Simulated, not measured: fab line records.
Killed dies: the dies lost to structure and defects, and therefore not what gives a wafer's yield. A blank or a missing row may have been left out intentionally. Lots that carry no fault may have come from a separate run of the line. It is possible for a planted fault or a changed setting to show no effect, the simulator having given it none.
fab line records	flow sky130
record lots=13	wafers=39	last-day=50
route steps=708 shown NWELL@76 VT_ADJUST_HVTP@96 VT_ADJUST_NCORE@123
lots that met no fault: from a run of the same line without faults
start-h: the number of hours between the record's first day and the start of the first shown wafer of the lot	wait-h: hours from the lot's prior step to this one	" as in the row above	L1.1+2: a row that stands for several wafers	- either no value or no given start	* or withheld: withheld	< > ~ a bound
route shown NAME@n: NAME is a module with steps in the file, n the number in the route of the first one	usual: mean/standard deviation taken from wafers without a fault	same: alike in all rows	chamber/n: place in a boat	sites: each site's reading	_std_site: the values' standard deviation	_edge_site: the outer-site mean with the inner-site mean subtracted	radius-mm: for every site, how far away it sits from the centre of the wafer	mask NAME#n: copy n	behind: the last tool/chamber to shape the wafer	hold: what put the lot on hold/how long, in hours/how the hold closed	device: transistor that didn't switch, given as n, p or np	end of line: the same wafers' tests at the end of the route	for a step that has no rows: nothing shown but its recipe	killed: at the first sort, the dies lost to defects and structure; wafer yield is something else	map: shows each die of a wafer: x if killed, . if not, _ if none is there
set.NAME: the setting as run; set.NAME@STEP: as run at that earlier step	model.NAME: the simulator's own value behind a step, which no gauge read
a sample of lots followed through the steps of the route, with each step as a table and each wafer as a row
services: from which hour (start-h, from the record's first day; less than 0 if before it) a tool's chamber was out of use, for how many hours, and why
## steps
# step SKY_NWELL_OVL_MEAS_23
# usual NWELL_01_OVL=0.7/1.1
lot.wafer	tool	chamber	start-h	wait-h	NWELL_01_OVL[nm]
L511.1	overlay-01	-	103.68	-	1.2
L511.2	"	-	"	"	2.3
L511.4	"	-	"	"	2.5
L512.3	overlay-01	-	109.04	-	1.8
L512.5	"	-	"	"	1.0
L512.6	"	-	"	"	1.1
L514.2	overlay-01	-	118.35	-	-0.1
L514.3	"	-	"	"	-0.5
L514.6	"	-	"	"	0.9
L516.2	overlay-01	-	132.44	-	2.6
L516.3	"	-	"	"	1.8
L516.4	"	-	"	"	0.3
L515.3	overlay-01	-	132.99	-	0.3
L515.5	"	-	"	"	0.7
L515.6	"	-	"	"	0.6
L518.3	overlay-01	-	144.49	-	-0.7
L518.4	"	-	"	"	-2.0
L518.5	"	-	"	"	-0.3
L519.1	overlay-01	-	152.93	-	1.2
L519.3	"	-	"	"	0.6
L519.5	"	-	"	"	0.9
L520.2	overlay-01	-	166.33	-	-0.4
L520.3	"	-	"	"	-0.2
L520.4	"	-	"	"	0.5
L521.2	overlay-02	-	171.28	-	-1.0
L521.5	"	-	"	"	-0.9
L521.6	"	-	"	"	1.3
L530.3	overlay-02	-	221.94	-	-0.6
L530.4	"	-	"	"	-0.4
L530.5	"	-	"	"	0.3
L531.1	overlay-01	-	223.68	-	0.5
L531.2	"	-	"	"	-0.6
L531.5	"	-	"	"	-0.7
L532.2	overlay-01	-	242.68	-	2.3
L532.3	"	-	"	"	1.1
L532.5	"	-	"	"	0.0
L534.1	overlay-02	-	251.64	-	1.2
L534.2	"	-	"	"	1.4
L534.5	"	-	"	"	1.0
# step SKY_NWELL_RTA_28
# recipe temp-c=1050	time-s=30	idle-temp-c=650	ramp-up-c-per-s=150	ramp-down-c-per-s=90	ambient=N2
# usual anneal-temp-c-max=1056/3.4	lamp-power-pct=25.30/0.055	ramp-down-c-per-s=89.999/0.016	ramp-up-c-per-s=150.00/0.027	wafer_temp_C_max=1054.8/0.96
lot.wafer	tool	chamber	start-h	wait-h	anneal-temp-c-max	lamp-power-pct	ramp-down-c-per-s	ramp-up-c-per-s	wafer_temp_C_max
L511.1	rtp-anneal-02	0	104.08	0.0	1053	25.31	89.995	150.00	1054.8
L511.2	"	0	"	"	1053	25.39	90.009	150.00	1054.6
L511.4	"	0	"	"	1053	25.32	90.003	150.01	1054.2
L512.3	rtp-anneal-01	0	109.45	0.0	1056	25.43	90.004	150.02	1054.2
L512.5	"	0	"	"	1061	25.28	89.973	150.04	1053.2
L512.6	"	0	"	"	1062	25.23	90.007	149.97	1054.9
L514.2	rtp-anneal-02	0	118.75	0.0	1052	25.25	90.001	149.98	1055.0
L514.3	"	0	"	"	1053	25.36	90.017	149.94	1056.6
L514.6	"	0	"	"	1052	25.25	89.988	149.95	1053.8
L516.2	rtp-anneal-02	0	132.85	0.0	1052	25.29	89.980	150.01	1054.3
L516.3	"	0	"	"	1053	25.29	89.998	150.02	1054.3
L516.4	"	0	"	"	1052	25.23	90.004	150.03	1055.2
L515.3	rtp-anneal-01	0	133.40	0.0	1061	25.31	89.999	149.98	1053.7
L515.5	"	0	"	"	1058	25.24	90.022	150.03	1053.5
L515.6	"	0	"	"	1060	25.24	89.989	150.04	1054.4
L518.3	rtp-anneal-01	0	144.91	0.0	1060	25.36	90.001	150.01	1056.8
L518.4	"	0	"	"	1058	25.24	90.007	150.01	1054.2
L518.5	"	0	"	"	1059	25.28	89.978	150.00	1055.0
L519.1	rtp-anneal-01	0	153.33	0.0	1058	25.28	89.984	149.98	1054.4
L519.3	"	0	"	"	1064	25.14	89.999	150.02	1054.1
L519.5	"	0	"	"	1063	25.27	89.988	149.99	1054.4
L520.2	rtp-anneal-01	0	166.75	0.0	1059	25.41	89.992	150.00	1055.5
L520.3	"	0	"	"	1058	25.32	90.017	150.02	1055.5
L520.4	"	0	"	"	1056	25.37	90.000	150.00	1054.1
L521.2	rtp-anneal-01	0	171.69	0.0	1058	25.21	90.008	149.98	1056.9
L521.5	"	0	"	"	1058	25.24	89.971	149.99	1054.3
L521.6	"	0	"	"	1060	25.38	89.995	149.99	1055.9
L530.3	rtp-anneal-01	0	222.35	0.0	1059	25.18	89.994	150.02	1053.4
L530.4	"	0	"	"	1059	25.34	90.014	150.00	1055.8
L530.5	"	0	"	"	1060	25.35	90.036	150.00	1054.9
L531.1	rtp-anneal-01	0	224.09	0.0	1058	25.37	89.996	150.01	1052.7
L531.2	"	0	"	"	1060	25.32	90.005	149.98	1055.8
L531.5	"	0	"	"	1058	25.33	90.008	149.98	1055.1
L532.2	rtp-anneal-02	0	243.09	0.0	1053	25.33	90.017	149.99	1054.4
L532.3	"	0	"	"	1053	25.32	90.002	149.98	1054.8
L532.5	"	0	"	"	1052	25.36	90.022	149.98	1055.1
L534.1	rtp-anneal-02	0	252.04	0.0	1053	25.29	90.014	150.05	1055.5
L534.2	"	0	"	"	1052	25.29	89.989	150.03	1054.3
L534.5	"	0	"	"	1052	25.26	89.983	149.94	1055.1
# step SKY_VT_ADJUST_HVTP_TW_MEAS_11
# usual VT_ADJUST_HVTP_TW=1318/25
lot.wafer	tool	chamber	start-h	wait-h	VT_ADJUST_HVTP_TW
L511.1	film-metro-02	-	121.50	0.1	1362
L511.2	"	-	"	"	1365
L511.4	"	-	"	"	1363
L512.3	film-metro-02	-	127.16	0.1	1357
L512.5	"	-	"	"	1361
L512.6	"	-	"	"	1360
L514.2	film-metro-01	-	137.20	0.1	1298
L514.3	"	-	"	"	1291
L514.6	"	-	"	"	1295
L516.2	film-metro-04	-	152.36	0.1	1326
L516.3	"	-	"	"	1322
L516.4	"	-	"	"	1323
L515.3	film-metro-02	-	153.32	0.1	1368
L515.5	"	-	"	"	1367
L515.6	"	-	"	"	1367
L518.3	film-metro-04	-	164.97	0.1	1329
L518.4	"	-	"	"	1327
L518.5	"	-	"	"	1326
L519.1	film-metro-01	-	172.95	0.1	1308
L519.3	"	-	"	"	1303
L519.5	"	-	"	"	1298
L520.2	film-metro-01	-	187.71	0.1	1298
L520.3	"	-	"	"	1290
L520.4	"	-	"	"	1293
L521.2	film-metro-01	-	193.41	0.1	1299
L521.5	"	-	"	"	1293
L521.6	"	-	"	"	1301
L530.3	film-metro-01	-	244.91	0.1	1297
L530.4	"	-	"	"	1289
L530.5	"	-	"	"	1291
L531.1	film-metro-02	-	246.79	0.1	1359
L531.2	"	-	"	"	1363
L531.5	"	-	"	"	1361
L532.2	film-metro-01	-	267.36	0.1	1297
L532.3	"	-	"	"	1289
L532.5	"	-	"	"	1294
L534.1	film-metro-01	-	277.10	0.1	1293
L534.2	"	-	"	"	1291
L534.5	"	-	"	"	1288
# step SKY_VT_ADJUST_NCORE_EXPOSE_04
# recipe mask-id=LVTN_COMPLEMENT_THIN	na=0.6	source-shape=conventional	sigma-outer=0.6	polarization=unpolarized	target-cd-nm=380	dose-mj=139
lot.wafer	tool	chamber	start-h	wait-h	mask
L511.1+2+4	iline-stepper-01	0	169.22	-	LVTN_COMPLEMENT_THIN#0
L512.3+5+6	iline-stepper-02	0	176.04	-	LVTN_COMPLEMENT_THIN#0
L514.2+3+6	iline-stepper-02	0	186.25	-	LVTN_COMPLEMENT_THIN#0
L516.2+3+4	iline-stepper-01	0	202.78	-	LVTN_COMPLEMENT_THIN#0
L515.3+5+6	iline-stepper-01	0	204.01	-	LVTN_COMPLEMENT_THIN#0
L518.3+4+5	iline-stepper-01	0	217.57	-	LVTN_COMPLEMENT_THIN#0
L519.1+3+5	iline-stepper-02	0	225.87	-	LVTN_COMPLEMENT_THIN#0
L520.2+3+4	iline-stepper-02	0	241.99	-	HVN_STD_DERIVED#0
L521.2+5+6	iline-stepper-01	0	248.29	-	LVTN_COMPLEMENT_THIN#0
L530.3+4+5	iline-stepper-02	0	306.93	-	LVTN_COMPLEMENT_THIN#0
L531.1+2+5	iline-stepper-02	0	308.49	-	LVTN_COMPLEMENT_THIN#0
L532.2+3+5	iline-stepper-02	0	331.33	-	LVTN_COMPLEMENT_THIN#0
L534.1+2+5	iline-stepper-02	0	340.74	-	LVTN_COMPLEMENT_THIN#0
# step SKY_VT_ADJUST_NCORE_CD_MEAS_07
# recipe target-cd-nm=380
# usual cd-nm=380/3
lot.wafer	tool	chamber	start-h	wait-h	cd-nm
L511.1	cd-sem-01	-	178.99	0.1	373
L511.2	"	-	"	"	373
L511.4	"	-	"	"	373
L512.3	cd-sem-01	-	186.23	0.1	382
L512.5	"	-	"	"	384
L512.6	"	-	"	"	383
L514.2	cd-sem-01	-	196.39	0.1	383
L514.3	"	-	"	"	384
L514.6	"	-	"	"	386
L516.2	cd-sem-02	-	213.94	0.1	378
L516.3	"	-	"	"	378
L516.4	"	-	"	"	380
L515.3	cd-sem-02	-	214.61	0.1	380
L515.5	"	-	"	"	383
L515.6	"	-	"	"	380
L518.3	cd-sem-02	-	228.83	0.1	382
L518.4	"	-	"	"	382
L518.5	"	-	"	"	384
L519.1	cd-sem-01	-	236.87	0.1	381
L519.3	"	-	"	"	380
L519.5	"	-	"	"	380
L520.2	cd-sem-02	-	253.56	0.1	-
L520.3	"	-	"	"	-
L520.4	"	-	"	"	-
L521.2	cd-sem-02	-	259.86	0.1	382
L521.5	"	-	"	"	382
L521.6	"	-	"	"	382
L530.3	cd-sem-02	-	319.83	0.1	378
L530.4	"	-	"	"	377
L530.5	"	-	"	"	376
L531.1	cd-sem-01	-	321.29	0.1	384
L531.2	"	-	"	"	387
L531.5	"	-	"	"	384
L532.2	cd-sem-02	-	344.74	0.1	375
L532.3	"	-	"	"	376
L532.5	"	-	"	"	377
L534.1	cd-sem-02	-	353.27	0.1	380
L534.2	"	-	"	"	377
L534.5	"	-	"	"	379
# step SKY_VT_ADJUST_NCORE_TW_MEAS_11
# usual VT_ADJUST_NCORE_TW=217/5.4
lot.wafer	tool	chamber	start-h	wait-h	VT_ADJUST_NCORE_TW
L511.1	film-metro-02	-	179.40	0.1	221
L511.2	"	-	"	"	222
L511.4	"	-	"	"	221
L512.3	film-metro-02	-	186.62	0.1	222
L512.5	"	-	"	"	223
L512.6	"	-	"	"	222
L514.2	film-metro-01	-	196.79	0.1	211
L514.3	"	-	"	"	212
L514.6	"	-	"	"	211
L516.2	film-metro-03	-	214.34	0.1	221
L516.3	"	-	"	"	221
L516.4	"	-	"	"	222
L515.3	film-metro-01	-	215.00	0.1	211
L515.5	"	-	"	"	211
L515.6	"	-	"	"	212
L518.3	film-metro-02	-	229.22	0.1	222
L518.4	"	-	"	"	220
L518.5	"	-	"	"	222
L519.1	film-metro-02	-	237.28	0.1	221
L519.3	"	-	"	"	221
L519.5	"	-	"	"	222
L520.2	film-metro-03	-	253.96	0.1	30
L520.3	"	-	"	"	30
L520.4	"	-	"	"	30
L521.2	film-metro-03	-	260.26	0.1	221
L521.5	"	-	"	"	221
L521.6	"	-	"	"	222
L530.3	film-metro-02	-	320.22	0.1	222
L530.4	"	-	"	"	221
L530.5	"	-	"	"	221
L531.1	film-metro-01	-	321.70	0.1	209
L531.2	"	-	"	"	209
L531.5	"	-	"	"	210
L532.2	film-metro-03	-	345.14	0.1	221
L532.3	"	-	"	"	220
L532.5	"	-	"	"	221
L534.1	film-metro-01	-	353.68	0.1	214
L534.2	"	-	"	"	214
L534.5	"	-	"	"	213
## services
tool	chamber	start-h	hours	kind
rtp-anneal-02	-	112.56	3.3	pm
iline-stepper-02	-	173.62	1.3	repair
iline-stepper-02	-	187.53	17.7	repair
iline-stepper-02	-	216.49	1.7	pm
iline-stepper-02	-	286.18	4.4	pm
iline-stepper-01	-	295.50	1.7	pm
## key
first-sign step=SKY_VT_ADJUST_NCORE_EXPOSE_04	reading=mask	direction=changed
effect step=SKY_VT_ADJUST_NCORE_CD_MEAS_07	reading=cd-nm	direction=missing
effect step=SKY_VT_ADJUST_NCORE_TW_MEAS_11	reading=VT_ADJUST_NCORE_TW	direction=down	sigmas=35	usual=217	struck=30
met-at SKY_VT_ADJUST_NCORE_EXPOSE_04
struck-lots L520
sort-left-out L520.2,L520.3,L520.4
tester-left-out L520
not-acting-at SKY_NWELL_OVL_MEAS_23,SKY_NWELL_RTA_28,SKY_VT_ADJUST_HVTP_TW_MEAS_11
onset-between 225.87 241.99
fault kind=wrong-mask	tool=any	chamber=-	onset-h=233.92	steps=SKY_VT_ADJUST_NCORE_EXPOSE_04	aux-copy=HVN_STD_DERIVED#0	scope=struck-lots-only
# tester-left-out: of these lots the tester's yield and bins aren't shown, on N5 and GAA mostly nor the transistor test; their killed dies are dies lost to structure and defects alone, not to doping, threshold or leakage, so they don't give the yield
# sort-left-out: the simulated sort isn't trusted on such a fault, so these wafers' sort isn't shown, and their yield isn't known
